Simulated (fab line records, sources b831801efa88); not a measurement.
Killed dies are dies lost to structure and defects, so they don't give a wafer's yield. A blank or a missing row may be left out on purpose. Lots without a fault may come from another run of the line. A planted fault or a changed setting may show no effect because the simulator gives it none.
One fault seen from 2 desks | flow gf180mcu | each desk has only its own numbers; what lay behind them comes last

THE TOOL OWNER'S DESK: furnace-01
The tool's own readings at GF_STI_OXIDATION_01 (stabilise 600 s, purge 300 s, target thk 10 nm): means of the sampled wafers that have a number, for each lot that ran on this tool. A lot is out of limits, marked OUT, if its mean lies more than 4 standard deviations from the usual mean; the brackets give that distance.
Columns: A = spike_tc_lower_C at GF_STI_OXIDATION_01, usual 905.6 C; B = spike_tc_upper_C at GF_STI_OXIDATION_01, usual 904.9 C; C = zone_power_bottom_pct at GF_STI_OXIDATION_01, usual 31.6 %
lot  | first seen here | A     | B     | C
L306 | day 1 10:08     | 905.8 | 904.5 | 32.7
L307 | day 1 15:17     | 906.0 | 904.8 | 32.7
L308 | day 1 20:41     | 907.0 | 905.7 | 32.4
L309 | day 2 01:07     | 907.4 | 904.9 | 32.4
L319 | day 4 03:07     | 905.7 | 906.1 | 32.4
L320 | day 4 08:29     | 906.3 | 904.9 | 32.7
This desk's finding: nothing out of limits on any of the 6 lots.

THE METROLOGY DESK
What the gauges read, lot by lot, whatever tool the lot ran on: means of the sampled wafers that have a number. A lot is out of limits, marked OUT, if its mean lies more than 4 standard deviations from the usual mean; the brackets give that distance.
Columns: A = STI_OXIDATION_THK at GF_STI_THK_MEAS_02, usual 10.54 nm; B = PSD_TW at GF_PSD_TW_MEAS_11, usual 3180; C = SAB_CVD_00_THK at GF_SAB_THK_MEAS_01, usual 50.1 nm; D = SALICIDE_TIN_THK at GF_SALICIDE_THK_MEAS_05, usual 20.12 nm
lot  | first seen here | A               | B    | C    | D
L306 | day 1 11:32     | 10.51           | 3185 | 49.7 | 19.74
L307 | day 1 16:41     | 10.63           | 3176 | 50.6 | 20.12
L308 | day 1 22:05     | 10.31           | 3180 | 50.6 | 19.92
L309 | day 2 02:31     | 10.50           | 3180 | 50.1 | 19.81
L310 | day 2 08:26     | 10.80           | 3195 | 50.5 | 20.12
L312 | day 2 17:40     | 10.71           | 3153 | 51.0 | 20.54
L319 | day 4 04:31     | 9.02 (-6.3) OUT | 3167 | 49.5 | 20.02
L320 | day 4 09:53     | 9.00 (-6.4) OUT | 3170 | 49.3 | 20.33
L321 | day 4 14:32     | 10.41           | 3166 | 50.6 | 19.89
This desk's finding: out of limits on L319, L320; first on L319, day 4 04:31 (STI_OXIDATION_THK at GF_STI_THK_MEAS_02). In limits: L306, L307, L308, L309, L310, L312, L321.

PUT TOGETHER
The metrology desk could have raised an alarm at day 4 04:31, on L319, L320.
The tool owner's desk saw nothing out of limits.
The tool owner's desk has L319, L320 on record, within its limits.
Of the lots named, all ran GF_STI_OXIDATION_01 on furnace-01.

WHAT THE SIMULATOR HAD PUT IN
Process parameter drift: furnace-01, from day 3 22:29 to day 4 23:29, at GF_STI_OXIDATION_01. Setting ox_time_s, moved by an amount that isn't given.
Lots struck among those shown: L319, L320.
Hours from the fault's start to each desk's first reading out of limits: the metrology desk, 6.
